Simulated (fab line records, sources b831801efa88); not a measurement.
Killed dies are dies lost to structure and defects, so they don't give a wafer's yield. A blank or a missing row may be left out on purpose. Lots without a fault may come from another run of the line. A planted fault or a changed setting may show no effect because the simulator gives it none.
One fault seen from 2 desks | flow gf180mcu | each desk has only its own numbers; what lay behind them comes last

THE TOOL OWNER'S DESK: pecvd-01
The tool's own readings at GF_V1_CVD_02 (deposits SiO2 from TEOS, target thk 850 nm, time 94.851 s): means of the sampled wafers that have a number, for each lot that ran on this tool. A lot is out of limits, marked OUT, if its mean lies more than 4 standard deviations from the usual mean; the brackets give that distance.
Columns: A = heater_power_outer_w at GF_V1_CVD_02, usual 350 W; B = heater_power_w at GF_V1_CVD_02, usual 605 W; C = susceptor_temp_C at GF_V1_CVD_02, usual 399.98 C
lot  | first seen here | A   | B   | C
L138 | day 17 17:04    | 335 | 579 | 399.89
L142 | day 18 11:37    | 295 | 521 | 400.00
L150 | day 21 02:55    | 317 | 557 | 399.81
L159 | day 24 22:43    | 335 | 583 | 399.91
This desk's finding: nothing out of limits on any of the 4 lots.

THE METROLOGY DESK
What the gauges read, lot by lot, whatever tool the lot ran on: means of the sampled wafers that have a number. A lot is out of limits, marked OUT, if its mean lies more than 4 standard deviations from the usual mean; the brackets give that distance.
Columns: A = cd_nm at GF_M1_CD_MEAS_14, usual 230.1 nm; B = V1_CVD_00_THK at GF_V1_THK_MEAS_01, usual 609 nm; C = V1_CVD_02_THK at GF_V1_THK_MEAS_03, usual 854 nm
lot  | first seen here | A     | B   | C
L139 | day 17 12:00    | 231.8 | 600 | 857
L138 | day 17 16:08    | 230.3 | 596 | 860
L140 | day 18 00:12    | 229.9 | 595 | 851
L141 | day 18 08:33    | 229.8 | 601 | 863
L142 | day 18 10:41    | 230.9 | 599 | 852
L145 | day 19 15:20    | 230.5 | 609 | 839
L150 | day 21 02:00    | 229.2 | 624 | 1064 (+18) OUT
L155 | day 24 00:10    | 230.4 | 608 | 853
L156 | day 24 10:23    | 228.2 | 608 | 846
L159 | day 24 21:45    | 231.1 | 609 | 848
L158 | day 25 05:00    | 231.1 | 611 | 850
L160 | day 25 10:35    | 230.4 | 608 | 840
This desk's finding: out of limits on L150; first on L150, day 21 03:00 (V1_CVD_02_THK at GF_V1_THK_MEAS_03). In limits: L139, L138, L140, L141, L142, L145, L155, L156, L159, L158, L160.

PUT TOGETHER
The metrology desk could have raised an alarm at day 21 03:00, on L150.
The tool owner's desk saw nothing out of limits.
The tool owner's desk has L150 on record, within its limits.
Of the lots named, all ran GF_V1_CVD_02 on pecvd-01.

WHAT THE SIMULATOR HAD PUT IN
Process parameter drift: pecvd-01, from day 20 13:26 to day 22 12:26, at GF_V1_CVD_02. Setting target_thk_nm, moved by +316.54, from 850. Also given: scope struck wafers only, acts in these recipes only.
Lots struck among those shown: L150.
Hours from the fault's start to each desk's first reading out of limits: the metrology desk, 14.
